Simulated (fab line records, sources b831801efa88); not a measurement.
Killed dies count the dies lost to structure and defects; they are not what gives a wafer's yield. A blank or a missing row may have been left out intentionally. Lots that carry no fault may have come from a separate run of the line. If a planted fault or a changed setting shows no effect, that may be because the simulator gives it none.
A struck lot beside a sound one :: flow sky130 :: 16 steps out of a route of 708
Sound: the wafers L368.2, L368.4, L368.6. Struck: wafer L363.1; the same lot's L363.3 was not struck, so it is left out; see the end for the cause.
At each step with rows: each side's tool, then ch and its chambers, then its first start. Under that, the readings that differ: sound wafers :: struck wafers :: difference of the means :: sigmas: that difference in standard deviations of wafers without a fault.
alike: readings with means less than 2 such deviations apart, plus words and numbers identical on both sides. not compared: withheld readings, readings lacking a value on some wafer, bounds such as >300 that could conceal the same value, and numbers that have no deviation in the record and whose values overlap.
Wherever a step has rows on one side only, a row that says differs or no value, or a row with sigmas, the two part there. When numbers do not overlap yet have no deviation, they are printed without sigmas and do not part them. Lack of a reading on every wafer of one side parts them only where that side has two or more wafers.

first, 3 steps without rows for these wafers: SKY_METAL1_EXPOSE_12 (exposes mask MM1, target cd 140 nm); SKY_METAL1_PEB_13; SKY_METAL1_DEVELOP_14 (develop time 60 s).
SKY_METAL1_CD_MEAS_15: target cd 140 nm.
  sound on cd-sem-02, day 38 20:59; struck on cd-sem-01, day 35 14:16
  alike: cd-nm
SKY_METAL1_OVL_MEAS_16:
  sound on overlay-02, day 38 21:06; struck on overlay-02, day 35 14:23
  alike: METAL1_OVL
SKY_METAL1_DESCUM_17: chemistry O2, time 8 s.
  sound on rie-metal-03 ch 0,1, day 38 21:08; struck on rie-metal-04 ch 0, day 35 14:25
  alike: drypump-motor-current-A, oes-product-au, rf-fwd-power-W
  not compared: rf-hours-counter-h
SKY_METAL1_ETCH_18: etches BARC in N2/H2, stops on SiO2, time 45.9 s, target depth 60 nm.
  sound on rie-metal-03 ch 0,1, day 38 21:10; struck on rie-metal-04 ch 0, day 35 14:27
  alike: drypump-motor-current-A, oes-product-au, rf-fwd-power-W, throttle-valve-pct
  not compared: rf-hours-counter-h
SKY_METAL1_METAL_ETCH_19: etches the open film in Cl2/BCl3, stops on SiO2, target depth 360 nm, time 78 s.
  sound on rie-metal-03 ch 0,1, day 38 21:13; struck on rie-metal-04 ch 0, day 35 14:31
  alike: drypump-motor-current-A, oes-product-au, rf-fwd-power-W, throttle-valve-pct
  not compared: rf-hours-counter-h
SKY_METAL1_STRIP_20: strips in O2/N2.
  sound on plasma-asher-04 ch 1, day 38 21:19; struck on plasma-asher-03 ch 1, day 35 14:36
  alike: drypump-motor-current-A, oes-product-au, strip-time-to-endpoint-s
  not compared: rf-hours-counter-h
then, 3 steps without rows for these wafers: SKY_METAL1_STRIP_21 (strips in post etch residue remover, time 1200 s); SKY_METAL1_CLEAN_22 (cleans in IPA, time 180 s); SKY_METAL1_CLEAN_23 (cleans in O3/DIW).
SKY_VIA1_HDPCVD_00: deposits SiO2, target thk 1030 nm, time 171.7 s.
  sound on hdpcvd-02 ch 0,1, day 38 21:54; struck on hdpcvd-02 ch 0, day 35 15:17
reading: run-length-s (s)
sound: 200.7 199.0 200.3
struck: 214.6
difference: +14.6
sigmas: +25

reading: model.SiO2_of_VIA1_HDPCVD_00.thk-nm (nm)
sound: 1034 1046 1027
struck: 1130
difference: +94
sigmas: 
SKY_VIA1_THK_MEAS_01:
  sound on film-metro-02, day 38 22:02; struck on film-metro-04, day 35 15:23
reading: VIA1_HDPCVD_THK (nm)
sound: 1034 1046 1028
struck: 1129
difference: +93
sigmas: +9
SKY_VIA1_CMP_02: polishes SiO2.
  sound on cmp-02 ch 0,2,3, day 38 22:05; struck on cmp-01 ch 1, day 35 15:33
reading: slurry-filter-dp-kPa (kPa)
sound: 13.32 13.17 13.24
struck: 13.59
difference: +0.35
sigmas: +2
  alike: motor-current-A
then, 1 step without rows for these wafers: SKY_PAD_OPEN_PROBE_99.

## WHERE THEY PART
Earliest at SKY_VIA1_HDPCVD_00; latest, in this record, at SKY_VIA1_CMP_02.

WHY: the cause the simulator had injected
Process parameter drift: hdpcvd-02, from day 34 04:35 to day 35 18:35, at SKY_VIA1_HDPCVD_00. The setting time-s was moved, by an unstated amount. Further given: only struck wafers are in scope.
